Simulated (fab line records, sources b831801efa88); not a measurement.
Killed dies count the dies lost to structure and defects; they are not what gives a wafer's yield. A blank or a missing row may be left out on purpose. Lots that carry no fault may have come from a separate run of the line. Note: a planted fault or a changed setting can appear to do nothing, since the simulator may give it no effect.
Which of the tools did it? :: flow gf180mcu :: Sampling: 11 lots, 33 wafers, 3 of 602 route steps

WHAT THE GAUGES READ, wafer by wafer
GF_V1_RS_MEAS_24: measures by four-point-probe.
lot: L427
measured: day 18 03:47
on: film-metro-02
V1_W_RS (ohm/sq): 0.321 0.322 0.324

lot: L430
measured: day 19 15:56
on: film-metro-01
V1_W_RS (ohm/sq): 0.330 0.323 0.327

lot: L431
measured: day 20 01:10
on: film-metro-01
V1_W_RS (ohm/sq): 0.324 0.326 0.327

lot: L433
measured: day 20 06:28
on: film-metro-02
V1_W_RS (ohm/sq): 0.334 0.324 0.327

lot: L434
measured: day 21 04:22
on: film-metro-02
V1_W_RS (ohm/sq): 44.080 44.132 44.211

lot: L436
measured: day 21 09:29
on: film-metro-02
V1_W_RS (ohm/sq): 43.809 43.681 43.738

lot: L437
measured: day 21 14:49
on: film-metro-02
V1_W_RS (ohm/sq): 43.638 43.636 43.898

lot: L445
measured: day 24 16:22
on: film-metro-01
V1_W_RS (ohm/sq): 0.326 0.322 0.331

lot: L447
measured: day 25 08:04
on: film-metro-02
V1_W_RS (ohm/sq): 0.323 0.327 0.319

lot: L448
measured: day 25 18:26
on: film-metro-01
V1_W_RS (ohm/sq): 0.325 0.328 0.332

lot: L450
measured: day 26 01:44
on: film-metro-02
V1_W_RS (ohm/sq): 0.322 0.328 0.331

WHICH TOOL RAN EACH LOT (tool, then ch and the chambers of the sampled wafers, then the start)
lot: L427
GF_V1_ETCH_17: rie-diel-04 ch 1,2, day 18 03:40 or earlier
GF_V1_CVD_23: cvd-w-01 ch 0,1, day 18 03:40

lot: L430
GF_V1_ETCH_17: rie-diel-02 ch 0,2,3, day 19 15:49 or earlier
GF_V1_CVD_23: cvd-w-02 ch 0,1, day 19 15:49

lot: L431
GF_V1_ETCH_17: rie-diel-02 ch 0,2,3, day 20 01:03 or earlier
GF_V1_CVD_23: cvd-w-01 ch 0,1, day 20 01:03

lot: L433
GF_V1_ETCH_17: rie-diel-03 ch 2,3, day 20 06:20 or earlier
GF_V1_CVD_23: cvd-w-01 ch 0,1, day 20 06:20

lot: L434
GF_V1_ETCH_17: rie-diel-04 ch 0,2, day 21 04:16 or earlier
GF_V1_CVD_23: cvd-w-02 ch 0,1, day 21 04:16

lot: L436
GF_V1_ETCH_17: rie-diel-04 ch 0,1,2, day 21 09:22 or earlier
GF_V1_CVD_23: cvd-w-01 ch 0,1, day 21 09:22

lot: L437
GF_V1_ETCH_17: rie-diel-02 ch 0,3, day 21 14:41 or earlier
GF_V1_CVD_23: cvd-w-01 ch 0,1, day 21 14:41

lot: L445
GF_V1_ETCH_17: rie-diel-03 ch 0,2,3, day 24 16:14 or earlier
GF_V1_CVD_23: cvd-w-01 ch 0,1, day 24 16:14

lot: L447
GF_V1_ETCH_17: rie-diel-02 ch 0,3, day 25 07:57 or earlier
GF_V1_CVD_23: cvd-w-01 ch 0,1, day 25 07:57

lot: L448
GF_V1_ETCH_17: rie-diel-02 ch 0,1,2, day 25 18:18 or earlier
GF_V1_CVD_23: cvd-w-01 ch 0,1, day 25 18:18

lot: L450
GF_V1_ETCH_17: rie-diel-02 ch 0,1,2, day 26 01:37 or earlier
GF_V1_CVD_23: cvd-w-01 ch 0,1, day 26 01:37
- GF_V1_ETCH_17: etches SiO2 in C4F8/O2/Ar, stops on TiN, target depth 630 nm.
- GF_V1_CVD_23: deposits W, target thk 350 nm, time 105.05 s.

THE ANSWER, worked out from the rows above alone
Rule: what is usual is taken from the lots themselves. Put in order of their means at a reading, lots are off if they are a third of the lots or fewer, leave a main group of 4 or more, and stand apart from it by a gap of 3 or more times the standard deviation of the main group's means; of several such gaps the widest counts. Not used: any main group whose means are identical at the precision the tables above print for the reading. Also off: a lot with no number at a reading for which 4 or more lots have one. Where the step has rows for the other lots, those lots are counted as sound.
Off: L434, L436, L437, at GF_V1_RS_MEAS_24 (V1_W_RS). Main group: mean 0.326 ohm/sq, sd 0.0021.
A tool fits if, at a process step before that reading, it ran every lot that is off, and no sound lot after the first of them. Those tools and the gauges at GF_V1_RS_MEAS_24 are tried in the same way. GF_V1_ETCH_17: start missing for some lots; hours and lot order therefore follow GF_V1_CVD_23. Not one of the candidates tried fits.

WHAT WAS PUT IN BY THE SIMULATOR
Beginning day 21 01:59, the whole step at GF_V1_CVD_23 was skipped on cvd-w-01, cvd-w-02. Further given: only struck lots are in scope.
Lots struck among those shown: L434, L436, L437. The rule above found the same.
